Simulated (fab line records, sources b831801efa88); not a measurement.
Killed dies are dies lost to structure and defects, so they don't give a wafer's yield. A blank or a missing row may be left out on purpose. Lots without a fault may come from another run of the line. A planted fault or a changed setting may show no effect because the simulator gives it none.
A struck lot beside a sound one | flow sfq_line | 20 steps out of a route of 325
Sound: wafers L316.2, L316.3, L316.6. Struck: wafer L314.3. (L314.2, L314.6 of the same lot were not struck and are left out.) The cause comes at the end.
At each step with rows: each side's tool, then ch and its chambers, then its first start. Under that, the readings that differ: sound wafers | struck wafers | difference of the means | sigmas: that difference in standard deviations of wafers without a fault.
alike: readings whose means differ by less than 2 such deviations, and words and numbers that are the same on both sides. not compared: withheld readings, readings that some wafer has no value for, bounds like >300 that may hide the same value, and numbers for which the record gives no deviation and whose values overlap.
The two part at a step that has a row with sigmas, a row that says differs or no value, or rows on one side only. Numbers that don't overlap but have no deviation are shown without sigmas and don't part them. A reading that every wafer of one side lacks parts them only if that side has two wafers or more.

first, 2 steps without rows for these wafers: SFQ_TRILAYER_I2_VIA_LITHO_PEB_070 (peb time 60 s); SFQ_TRILAYER_I2_VIA_LITHO_DEVELOP_069 (time 60 s).
SFQ_I2_OVL_MEAS_918:
  sound on overlay-01, day 46 00:55; struck on overlay-01, day 44 10:31
  alike: I2_OVL
SFQ_TRILAYER_I2_VIA_BARC_OPEN_VIA_ETCH_096: etches BARC in O2, target depth 125 nm, time 41.7 s.
  sound on rie_diel-03 ch 1,2,3, day 46 00:56; struck on rie_diel-03 ch 2, day 44 10:32
  alike: drypump_motor_current_A, oes_product_au
  not compared: rf_hours_counter_h
SFQ_TRILAYER_I2_VIA_ETCH_VIA_ETCH_070: etches SiO2 in CHF3, stops on Nb, target depth 260 nm.
  sound on rie_diel-03 ch 1,2,3, day 46 00:59; struck on rie_diel-03 ch 3, day 44 10:35
  alike: drypump_motor_current_A, oes_product_au
SFQ_TRILAYER_I2_VIA_STRIP_STRIP_071: strips in O2.
  sound on rie_metal-03 ch 1, day 46 01:17; struck on rie_metal-04 ch 0, day 44 10:41
  reading                     | sound          | struck | difference | sigmas
  drypump_motor_current_A (A) | 5.78 5.76 5.80 | 5.26   | -0.52      | -3
  alike: oes_product_au, platen_temp_c
  not compared: rf_hours_counter_h
then, 2 steps without rows for these wafers: SFQ_TRILAYER_I2_VIA_STRIP_SOLV_CLEAN_072 (cleans in NMP, time 600 s); SFQ_TRILAYER_M3_DEP_PRE_CLEAN_074 (time 22.5 s).
SFQ_TRILAYER_M3_DEP_SPUTTER_073: material Nb, target thk 200 nm, time 133.3 s.
  sound on pvd_sputter-05, day 46 02:29; struck on pvd_sputter-03, day 44 11:29
  alike: base_pressure_pa, chamber_pressure_pa, throttle_valve_pct
SFQ_M3_RS_MEAS_919: measures by four-point-probe.
  sound on film_metro-04, day 46 02:36; struck on film_metro-02, day 44 11:36
  alike: M3_NB_RS
then, 1 step without rows for these wafers: SFQ_TRILAYER_M3_LITHO_COAT_080 (resist thk 62 nm).
SFQ_TRILAYER_M3_LITHO_COAT_075: resist thk 600 nm.
  sound on litho_track-01 ch 0, day 46 03:07; struck on litho_track-02 ch 0, day 44 12:07
  reading                                             | sound           | struck | difference | sigmas
  model.KrF_of_TRILAYER_M3_LITHO_COAT_075.thk_nm (nm) | 599 598.4 599.1 | 495.4  | -103.4     |
then, 4 steps without rows for these wafers: SFQ_TRILAYER_M3_LITHO_SOFTBAKE_079; SFQ_TRILAYER_M3_LITHO_EXPOSE_076 (exposes mask M3, target cd 500 nm); SFQ_TRILAYER_M3_LITHO_PEB_078 (peb time 60 s); SFQ_TRILAYER_M3_LITHO_DEVELOP_077 (time 60 s).
-- the record jumps here: 5 days lie between the struck wafers' starts before and after --
SFQ_M3_OVL_MEAS_921:
  sound on overlay-02, day 51 02:26; struck on overlay-02, day 49 16:47
  alike: M3_OVL
SFQ_TRILAYER_M3_BARC_OPEN_METAL_ETCH_100: etches BARC in O2, target depth 125 nm, time 41.7 s.
  sound on rie_metal-02 ch 0,1, day 51 02:28; struck on rie_metal-03 ch 0, day 49 16:49
  reading               | sound             | struck | difference | sigmas
  oes_product_au (a.u.) | 0.684 0.684 0.678 | 0.693  | +0.011     | +2
  model.M3.cd_nm (nm)   | 500.3 498.9 499.6 | 494.8  | -4.8       |
  alike: drypump_motor_current_A
  not compared: rf_hours_counter_h
SFQ_TRILAYER_M3_ETCH_METAL_ETCH_078: etches Nb in Cl2/Ar, stops on SiO2, target depth 240 nm, time 120 s.
  sound on rie_metal-02 ch 0,1, day 51 02:32; struck on rie_metal-03 ch 0, day 49 16:52
  reading                                             | sound             | struck | difference | sigmas
  oes_product_au (a.u.)                               | 0.905 0.899 0.906 | 0.887  | -0.016     | -2
  model.KrF_of_TRILAYER_M3_LITHO_COAT_075.thk_nm (nm) | 381.2 375.7 377.4 | 275.1  | -103.0     |
  model.M3.cd_nm (nm)                                 | 500.2 498.4 497.6 | 494.8  | -3.9       |
  alike: drypump_motor_current_A
  not compared: rf_hours_counter_h
SFQ_TRILAYER_M3_STRIP_STRIP_079: strips in O2.
  sound on rie_metal-02 ch 0,1, day 51 02:39; struck on rie_metal-03 ch 0, day 49 16:59
  alike: drypump_motor_current_A, oes_product_au, platen_temp_c
  not compared: rf_hours_counter_h

WHERE THEY PART
First at SFQ_TRILAYER_I2_VIA_STRIP_STRIP_071; last, within this record, at SFQ_TRILAYER_M3_ETCH_METAL_ETCH_078. Later steps at which nothing parts them and some readings are alike: SFQ_TRILAYER_M3_STRIP_STRIP_079.

WHY: what the simulator had put in
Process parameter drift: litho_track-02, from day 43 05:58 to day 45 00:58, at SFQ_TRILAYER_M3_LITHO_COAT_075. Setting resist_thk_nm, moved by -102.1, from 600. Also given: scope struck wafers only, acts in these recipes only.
